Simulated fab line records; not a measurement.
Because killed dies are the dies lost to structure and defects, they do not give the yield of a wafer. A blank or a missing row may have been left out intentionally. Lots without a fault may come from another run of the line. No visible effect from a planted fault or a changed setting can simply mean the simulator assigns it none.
fab line records ; flow sfq_line
record lots=5; wafers=14; last_day=88
route steps=325 shown M3@126 I3@133
lots untouched by any fault: they come from a run of this same line in which no faults occurred
start_h: the number of hours between the record's first day and the start of the first shown wafer of the lot ; wait_h: time in hours since the lot's previous step ; " same as the row above ; L1.1+2: several wafers, shown together as one row ; - value missing, or start not given ; * or withheld: withheld ; < > ~ a bound
route shown NAME@n: NAME is a module with steps in the file, n the number in the route of the first one ; usual: mean/standard deviation taken from wafers without a fault ; same: alike in all rows ; chamber/n: place in a boat ; sites: the reading at each site ; _std_site: the values' standard deviation ; _edge_site: the outer-site mean with the inner-site mean subtracted ; radius_mm: how far each site lies from the wafer's centre ; mask NAME#n: copy n ; behind: tool/chamber where the wafer was last shaped ; hold: the reason the lot was held/the length of the hold in hours/how it ended ; device: names the non-switching transistor (n, p or np) ; end of line: the tests these same wafers got at the end of their route ; step lacking rows: just its recipe ; killed: the dies lost at the first sort to structure and to defects; this is not the yield of the wafer ; map: a wafer's dies, x killed, . not, _ none there
set.NAME: the run value of the setting; set.NAME@STEP: its run value at that earlier step ; model.NAME: the simulator's own value behind a step, which no gauge read
lots seen at some steps along the route; tables by step, rows by wafer
services: the hour from which a tool's chamber was out of use, counted from the record's first day as start_h (under 0 if before that day), plus the number of hours and why
## steps
# step SFQ_TRILAYER_M3_LITHO_PEB_078
# recipe peb_temp_c=115; peb_time_s=60; resist=KrF
# step SFQ_TRILAYER_M3_LITHO_DEVELOP_077
# recipe time_s=60; resist=KrF
# step SFQ_M3_OVL_MEAS_921
# usual M3_OVL=-1/6
lot.wafer;tool;chamber;start_h;wait_h;M3_OVL[nm]
L475.3;overlay-01;-;1053.57;0.1;0
L475.4;overlay-01;-;1053.57;0.1;-5
L475.5;overlay-01;-;1053.57;0.1;4
L483.1;overlay-01;-;1218.39;0.1;-5
L483.2;overlay-01;-;1218.39;0.1;-4
L484.2;overlay-02;-;1220.80;0.1;6
L484.4;overlay-02;-;1220.80;0.1;5
L484.6;overlay-02;-;1220.80;0.1;5
L485.1;overlay-01;-;1224.39;0.1;7
L485.2;overlay-01;-;1224.39;0.1;2
L485.4;overlay-01;-;1224.39;0.1;10
L487.2;overlay-02;-;1229.20;0.1;5
L487.4;overlay-02;-;1229.20;0.1;7
L487.5;overlay-02;-;1229.20;0.1;10
# step SFQ_TRILAYER_M3_BARC_OPEN_METAL_ETCH_100
# recipe mask_material=PR; chemistry=O2; target_depth_nm=125; target=BARC; icp_w=600; bias_w=80; pressure_mtorr=10; time_s=41.7
# usual drypump_motor_current_A=6.0/0.48; he_backside_leak_sccm=3.47/0.17; oes_product_au=0.684/0.0044
lot.wafer;tool;chamber;start_h;wait_h;drypump_motor_current_A;he_backside_leak_sccm;oes_product_au;rf_hours_counter_h
L475.3;rie_metal-04;0;1053.62;0.0;6.4;3.34;0.678;-
L475.4;rie_metal-04;1;1053.62;0.0;5.2;3.54;0.686;-
L475.5;rie_metal-04;1;1053.62;0.0;5.1;3.76;0.686;-
L483.1;rie_metal-02;1;1218.43;0.0;5.9;3.40;0.685;11
L483.2;rie_metal-02;0;1218.43;0.0;6.2;3.53;0.686;51
L484.2;rie_metal-04;1;1220.83;0.0;5.2;3.57;0.695;29
L484.4;rie_metal-04;1;1220.83;0.0;5.2;3.74;0.689;-
L484.6;rie_metal-04;0;1220.83;0.0;6.4;3.28;0.681;-
L485.1;rie_metal-03;0;1224.43;0.0;6.5;3.56;0.688;35
L485.2;rie_metal-03;1;1224.43;0.0;5.7;3.49;0.683;26
L485.4;rie_metal-03;0;1224.43;0.0;6.6;3.35;0.689;-
L487.2;rie_metal-02;0;1229.23;0.0;6.3;3.90;0.683;52
L487.4;rie_metal-02;0;1229.23;0.0;6.3;3.95;0.686;-
L487.5;rie_metal-02;0;1229.23;0.0;6.2;3.85;0.677;-
# step SFQ_TRILAYER_M3_ETCH_METAL_ETCH_078
# recipe target=Nb; stop_on=SiO2; mask_material=PR; chemistry=Cl2/Ar; target_depth_nm=240; icp_w=600; bias_w=80; pressure_mtorr=10; time_s=120
# usual drypump_motor_current_A=6.0/0.48; he_backside_leak_sccm=3.45/0.2; oes_product_au=0.894/0.006
lot.wafer;tool;chamber;start_h;wait_h;drypump_motor_current_A;he_backside_leak_sccm;oes_product_au;rf_hours_counter_h
L475.3;rie_metal-04;0;1053.70;0.1;6.4;3.48;0.886;-
L475.4;rie_metal-04;1;1053.70;0.1;5.1;3.77;0.887;-
L475.5;rie_metal-04;1;1053.70;0.1;5.1;3.64;0.891;-
L483.1;rie_metal-02;1;1218.49;0.0;5.8;3.16;0.892;11
L483.2;rie_metal-02;0;1218.49;0.0;6.3;3.59;0.886;51
L484.2;rie_metal-04;1;1220.89;0.0;5.2;3.60;0.905;29
L484.4;rie_metal-04;1;1220.89;0.0;5.1;3.83;0.897;-
L484.6;rie_metal-04;0;1220.89;0.0;6.4;3.37;0.895;-
L485.1;rie_metal-03;0;1224.49;0.0;6.6;3.44;0.883;35
L485.2;rie_metal-03;1;1224.49;0.0;5.7;3.51;0.900;26
L485.4;rie_metal-03;0;1224.49;0.0;6.6;3.47;0.891;-
L487.2;rie_metal-02;0;1229.29;0.0;6.2;3.67;0.895;52
L487.4;rie_metal-02;0;1229.29;0.0;6.3;3.65;0.885;-
L487.5;rie_metal-02;0;1229.29;0.0;6.3;3.86;0.891;-
# step SFQ_TRILAYER_M3_STRIP_STRIP_079
# recipe gas=O2; power_w=200; platen_temp_c=40; overash_fraction=0.65; chemistry=O2; pressure_mtorr=50
# step SFQ_TRILAYER_M3_STRIP_SOLV_CLEAN_080
# recipe chemistry=NMP; temp_c=70; time_s=600
# step SFQ_TRILAYER_I3_DEP_PECVD_081
# recipe material=SiO2; temp_c=150; time_s=111.11; pressure_torr=2.4; rf_w=183.3; precursor=SiH4/N2O; target_thk_nm=500
# usual heater_power_w=86/18; throttle_valve_pct=25.5/1.7
lot.wafer;tool;chamber;start_h;wait_h;heater_power_w;throttle_valve_pct
L475.3;pecvd-03;2;1054.61;0.0;77;27.9
L475.4;pecvd-03;1;1054.61;0.0;118;25.1
L475.5;pecvd-03;2;1054.61;0.0;83;27.7
L483.1;pecvd-02;1;1219.39;0.0;88;24.6
L483.2;pecvd-02;0;1219.39;0.0;58;26.6
L484.2;pecvd-03;0;1221.79;0.0;102;24.3
L484.4;pecvd-03;1;1221.79;0.0;109;25.2
L484.6;pecvd-03;2;1221.79;0.0;90;28.5
L485.1;pecvd-02;1;1225.39;0.0;86;24.6
L485.2;pecvd-02;0;1225.39;0.0;52;26.7
L485.4;pecvd-02;2;1225.39;0.0;76;28.3
L487.2;pecvd-01;1;1230.19;0.0;96;24.4
L487.4;pecvd-01;1;1230.19;0.0;98;24.2
L487.5;pecvd-01;2;1230.19;0.0;59;24.5
# step SFQ_TRILAYER_I3_CMP_CMP_082
# recipe material=SiO2; down_force_psi=3; platen_rpm=60; pad_velocity_m_s=0.94248
# usual motor_current_A=10.3/1.3; time_to_endpoint_s=213/7.8
lot.wafer;tool;chamber;start_h;wait_h;motor_current_A;time_to_endpoint_s
L475.3;cmp-01;2;1072.85;18.2;10.2;217
L475.4;cmp-01;0;1073.85;19.2;10.0;208
L475.5;cmp-01;3;1075.35;20.7;9.6;207
L483.1;cmp-02;1;1232.49;13.1;13.2;217
L483.2;cmp-02;2;1232.49;13.1;9.6;208
L484.4;cmp-01;2;1235.93;14.1;10.4;227
L484.2;cmp-01;1;1237.43;15.6;10.4;217
L484.6;cmp-01;3;1238.43;16.6;9.7;220
L485.1;cmp-02;1;1237.99;12.6;13.8;218
L485.4;cmp-02;2;1237.99;12.6;10.0;217
L485.2;cmp-02;3;1237.99;12.6;10.1;209
L487.4;cmp-01;1;1242.93;12.7;10.9;224
L487.2;cmp-01;2;1242.93;12.7;9.8;209
L487.5;cmp-01;3;1242.93;12.7;9.9;200
# step SFQ_I3_BOW_MEAS_922
# recipe mode=bow
# usual I3_BOW=4/9.2
lot.wafer;tool;chamber;start_h;wait_h;I3_BOW[um]
L475.3;film_metro-01;-;1075.89;2.5;-7
L475.4;film_metro-01;-;1075.89;2.5;-9
L475.5;film_metro-01;-;1075.89;2.5;2
L483.1;film_metro-02;-;1234.49;1.5;-13
L483.2;film_metro-02;-;1234.49;1.5;-1
L484.2;film_metro-01;-;1238.95;1.0;14
L484.4;film_metro-01;-;1238.95;1.0;15
L484.6;film_metro-01;-;1238.95;1.0;7
L485.1;film_metro-02;-;1240.49;2.0;3
L485.2;film_metro-02;-;1240.49;2.0;10
L485.4;film_metro-02;-;1240.49;2.0;15
L487.2;film_metro-01;-;1244.95;1.0;6
L487.4;film_metro-01;-;1244.95;1.0;15
L487.5;film_metro-01;-;1244.95;1.0;7
# step SFQ_TRILAYER_I3_METRO_MEASURE_083
# step SFQ_TRILAYER_I3_VIA_LITHO_COAT_090
# recipe resist=BARC; spin_rpm=3000; resist_thk_nm=62
# step SFQ_TRILAYER_I3_VIA_LITHO_COAT_085
# recipe resist=KrF; spin_rpm=3000; resist_thk_nm=650
# usual dispense_pressure_kPa=49/3.3
lot.wafer;tool;chamber;start_h;wait_h;dispense_pressure_kPa;model.KrF_of_TRILAYER_I3_VIA_LITHO_COAT_085.thk_nm
L475.3;litho_track-01;0;1077.65;0.2;54;649.5
L475.4;litho_track-01;0;1077.65;0.2;54;649.5
L475.5;litho_track-01;0;1077.65;0.2;54;650.6
L483.1;litho_track-04;0;1236.11;0.2;46;593.3
L483.2;litho_track-04;0;1236.11;0.2;46;652.6
L484.2;litho_track-02;0;1240.60;0.2;49;653
L484.4;litho_track-02;0;1240.60;0.2;49;652.5
L484.6;litho_track-02;0;1240.60;0.2;49;650.7
L485.1;litho_track-01;0;1242.11;0.2;54;651.3
L485.2;litho_track-01;0;1242.11;0.2;54;649.9
L485.4;litho_track-01;0;1242.11;0.2;54;653
L487.2;litho_track-02;0;1246.60;0.2;49;654.4
L487.4;litho_track-02;0;1246.60;0.2;49;656.4
L487.5;litho_track-02;0;1246.60;0.2;49;652.9
# step SFQ_TRILAYER_I3_VIA_LITHO_SOFTBAKE_089
# recipe temp_c=withheld; time_s=withheld; resist=KrF
# step SFQ_TRILAYER_I3_VIA_LITHO_EXPOSE_086
# recipe mask_id=I3; na=0.6; source_shape=conventional; sigma_outer=0.65; target_cd_nm=500; dose_mj=21.3
# step SFQ_TRILAYER_I3_VIA_LITHO_PEB_088
# recipe peb_temp_c=115; peb_time_s=60; resist=KrF
# step SFQ_TRILAYER_I3_VIA_LITHO_DEVELOP_087
# recipe time_s=60; resist=KrF
# step SFQ_I3_OVL_MEAS_923
# usual I3_OVL=-2/5.9
lot.wafer;tool;chamber;start_h;wait_h;I3_OVL[nm]
L475.3;overlay-01;-;1204.01;0.1;-2
L475.4;overlay-01;-;1204.01;0.1;-6
L475.5;overlay-01;-;1204.01;0.1;-6
L483.1;overlay-02;-;1343.93;0.1;-6
L483.2;overlay-02;-;1343.93;0.1;-1
L484.2;overlay-01;-;1346.34;0.1;-7
L484.4;overlay-01;-;1346.34;0.1;-5
L484.6;overlay-01;-;1346.34;0.1;-13
L485.1;overlay-02;-;1347.53;0.1;-7
L485.2;overlay-02;-;1347.53;0.1;4
L485.4;overlay-02;-;1347.53;0.1;-1
L487.2;overlay-01;-;1351.14;0.1;-4
L487.4;overlay-01;-;1351.14;0.1;2
L487.5;overlay-01;-;1351.14;0.1;-1
# step SFQ_TRILAYER_I3_VIA_BARC_OPEN_VIA_ETCH_121
# recipe mask_material=PR; chemistry=O2; target_depth_nm=125; target=BARC; source_w=500; bias_w=80; pressure_mtorr=30; time_s=41.7
# usual drypump_motor_current_A=5.5/0.48; oes_product_au=0.686/0.0051
lot.wafer;tool;chamber;start_h;wait_h;drypump_motor_current_A;oes_product_au;rf_hours_counter_h
L475.3;rie_diel-02;1;1204.03;0.0;5.0;0.689;13
L475.4;rie_diel-02;0;1204.03;0.0;5.5;0.690;9
L475.5;rie_diel-02;3;1204.03;0.0;5.8;0.690;-
L483.1;rie_diel-04;0;1343.97;0.0;5.7;0.694;6
L483.2;rie_diel-04;1;1343.97;0.0;5.3;0.677;2
L484.2;rie_diel-02;2;1346.37;0.0;5.0;0.692;6
L484.4;rie_diel-02;0;1346.37;0.0;5.5;0.690;11
L484.6;rie_diel-02;1;1346.37;0.0;5.0;0.691;-
L485.1;rie_diel-04;2;1347.57;0.0;5.3;0.682;12
L485.2;rie_diel-04;3;1347.57;0.0;6.0;0.690;9
L485.4;rie_diel-04;0;1347.57;0.0;5.7;0.683;6
L487.2;rie_diel-02;1;1351.17;0.0;5.0;0.685;15
L487.4;rie_diel-02;0;1351.17;0.0;5.5;0.693;11
L487.5;rie_diel-02;3;1351.17;0.0;5.8;0.694;-
# step SFQ_TRILAYER_I3_VIA_ETCH_VIA_ETCH_088
# recipe target=SiO2; stop_on=Nb; mask_material=PR; taper_deg=20; chemistry=CHF3; target_depth_nm=260; source_w=500; bias_w=80; pressure_mtorr=30; time_s=withheld
# usual drypump_motor_current_A=5.5/0.48; oes_product_au=0.854/0.0053
lot.wafer;tool;chamber;start_h;wait_h;drypump_motor_current_A;oes_product_au;model.KrF_of_TRILAYER_I3_VIA_LITHO_COAT_085.thk_nm
L475.3;rie_diel-02;1;1204.07;0.0;5.0;0.858;529.3
L475.4;rie_diel-02;0;1204.07;0.0;5.5;0.852;528.3
L475.5;rie_diel-02;3;1204.07;0.0;5.9;0.842;527.6
L483.1;rie_diel-04;0;1344.01;0.0;5.7;0.852;472.7
L483.2;rie_diel-04;1;1344.01;0.0;5.4;0.857;532
L484.2;rie_diel-02;2;1346.41;0.0;5.0;0.868;530.2
L484.4;rie_diel-02;0;1346.41;0.0;5.5;0.856;529.2
L484.6;rie_diel-02;1;1346.41;0.0;4.9;0.855;528.6
L485.1;rie_diel-04;2;1347.61;0.0;5.3;0.860;526.1
L485.2;rie_diel-04;3;1347.61;0.0;6.1;0.849;527.6
L485.4;rie_diel-04;0;1347.61;0.0;5.7;0.855;532.8
L487.2;rie_diel-02;1;1351.21;0.0;5.0;0.856;533.1
L487.4;rie_diel-02;0;1351.21;0.0;5.5;0.844;534
L487.5;rie_diel-02;3;1351.21;0.0;5.8;0.848;529.8
# step SFQ_TRILAYER_I3_VIA_STRIP_STRIP_089
# recipe gas=O2; power_w=200; platen_temp_c=40; overash_fraction=0.65; chemistry=O2; pressure_mtorr=50
## services
tool;chamber;start_h;hours;kind
pecvd-03;0;1045.19;13.6;repair
cmp-01;-;1053.41;4.4;repair
rie_metal-04;-;1066.12;14.6;pm
cmp-01;-;1078.10;1.7;repair
pecvd-03;1;1088.30;12.4;repair
rie_metal-04;1;1112.87;2.2;repair
rie_diel-02;-;1117.93;0.7;repair
rie_metal-02;-;1133.57;0.9;repair
cmp-01;-;1140.17;0.2;repair
pecvd-03;-;1142.17;2.8;pm
rie_metal-02;1;1150.30;20.5;repair
rie_diel-04;0;1169.33;4.0;repair
rie_diel-04;2;1203.09;1.5;repair
rie_diel-02;0;1213.44;20.8;repair
rie_metal-04;-;1222.35;2.8;pm
cmp-01;-;1229.80;6.1;pm
rie_metal-04;1;1236.04;1.1;repair
rie_diel-02;-;1247.84;14.6;pm
cmp-01;-;1259.93;4.0;pm
rie_metal-02;0;1260.25;4.1;repair
rie_metal-02;1;1262.65;1.3;repair
cmp-01;-;1275.06;1.0;repair
cmp-01;-;1300.11;7.6;pm
pecvd-03;1;1317.39;5.1;repair
## key
first_sign none at tools or gauges
model_effect step=SFQ_TRILAYER_I3_VIA_LITHO_COAT_085; value=KrF_of_TRILAYER_I3_VIA_LITHO_COAT_085.thk_nm; without=650.4; struck=593.3
model_effect step=SFQ_TRILAYER_I3_VIA_ETCH_VIA_ETCH_088; value=KrF_of_TRILAYER_I3_VIA_LITHO_COAT_085.thk_nm; without=529.8; struck=472.7
met_at SFQ_TRILAYER_I3_VIA_LITHO_COAT_085
struck_wafers L483.1
fault kind=process_parameter_drift; tool=litho_track-04; chamber=-; onset_h=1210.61; steps=SFQ_TRILAYER_I3_VIA_LITHO_COAT_085; channel=resist_thk_nm; offset=-57.04; shape=step; end_h=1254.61; scope=struck_wafers_only; acts_in=these_recipes_only; stated=650
